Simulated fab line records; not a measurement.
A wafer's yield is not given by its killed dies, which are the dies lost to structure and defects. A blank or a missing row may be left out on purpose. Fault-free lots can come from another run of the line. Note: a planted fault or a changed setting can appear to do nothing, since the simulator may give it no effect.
Problem report, 8D (eight disciplines) form, completed by code ; flow sky130 ; the parts of the form that need people (team, actions taken, sign-off) are left out

## 1. WHAT IS WRONG
Wafers without a fault read 0.9 %, standard deviation 0.43; sort_bin_3_pad_short at SKY_PAD_OPEN_PROBE_99 reads a mean of 5.0 % on 6 wafers belonging to 3 lots. Relative to the usual mean, that is a shift of +9.5 standard deviations.
Earliest sighting: wafer L163.1 on prober-02 at day 47 12:31. The record has a number at this step for 18 wafers belonging to 6 lots. The rule behind "out" and "out of limits": a value lying over 4 standard deviations away from the usual mean. The rest of the wafers with a number are treated as sound.

## 2. WHAT IT IS; WHAT IT IS NOT
question;is;is not
which readings at this step;sort_bin_3_pad_short, defect-limited-yield, killed_at_M0_to_M3, killed-dies, sort-n-pass, sort-yield-pct;killed_at_M4_up, killed-at-front-end, killed-at-other, killed-open
which lots;L163, L165, L166;L171, L173, L180
which wafers of those lots;L163.1, L163.3, L165.2, L165.3, L166.1, L166.3;L163.4, L165.1, L166.6
read on which tools;prober-01, prober-02;-
when;from day 47 12:31;"up to then (0 sound wafers); but 12 sound wafers of L163, L165, L166, L171, L173, L180 came after"

## 3. WHAT RULES OUT EACH SUSPECT
Counting: if a tool at a process step up to the reading ran every lot that is out, it stays a suspect. Sound lots after the first of them don't rule it out here, since some wafers of a struck lot are sound.
- plasma-asher-01 at SKY_VIA3_STRIP_16 (strips in O2/N2): kept. It ran every lot that is out, first L163 (day 41 16:32).
- The sound lot-mates ran in chamber 0 of plasma-asher-01 at SKY_VIA3_STRIP_16, but the wafers that are out ran in chamber 1.
After counting, what remains is plasma-asher-01 at SKY_VIA3_STRIP_16.

## 4. THE CAUSE (what the simulator had put in)
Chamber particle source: plasma-asher-01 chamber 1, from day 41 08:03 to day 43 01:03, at SKY_VIA3_STRIP_16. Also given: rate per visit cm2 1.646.
Counting left only this tool.

## 5. THE CHAIN OF EFFECTS, in route order
Each row: a reading whose mean over the struck wafers that have a number lies more than 3 standard deviations from the usual. Readings are gone through only where the record gives a usual standard deviation; hours: the median, over the lots, of the time from a lot's start at the first step in this table giving one to that lot's start at this step; sigmas: the change measured in usual standard deviations.
hours;step;reading;usual;on struck wafers;change;sigmas
0;SKY_PAD_OPEN_PROBE_99;defect-limited-yield;82.6 %;71.7;-10.9;-5.7
0;SKY_PAD_OPEN_PROBE_99;killed_at_M0_to_M3;42;98;+56;+8.0
0;SKY_PAD_OPEN_PROBE_99;killed-dies;86;139;+53;+5.6
0;SKY_PAD_OPEN_PROBE_99;sort_bin_3_pad_short;0.9 %;5.0;+4.1;+9.5
0;SKY_PAD_OPEN_PROBE_99;sort_bin_5_function;10.5 %;16.8;+6.3;+4.5
0;SKY_PAD_OPEN_PROBE_99;sort-n-pass;406;353;-53;-5.6
0;SKY_PAD_OPEN_PROBE_99;sort-yield-pct;82.6 %;71.7;-10.9;-5.7
The process steps in it:
- SKY_PAD_OPEN_PROBE_99

## 6. HOW IT WOULD HAVE BEEN CAUGHT EARLIER
First out-of-limits reading in this record: day 47 12:31, which is 148 hours after fault onset at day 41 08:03.
Tool readings at SKY_VIA3_STRIP_16 with a usual standard deviation given in the record: none out on any struck wafer, hence no alarm at a limit of 4 standard deviations on them.
All the lots that are out (3) had begun SKY_VIA3_STRIP_16 on plasma-asher-01 by day 47 12:31. Tool hold at that time: it would have spared none of them.
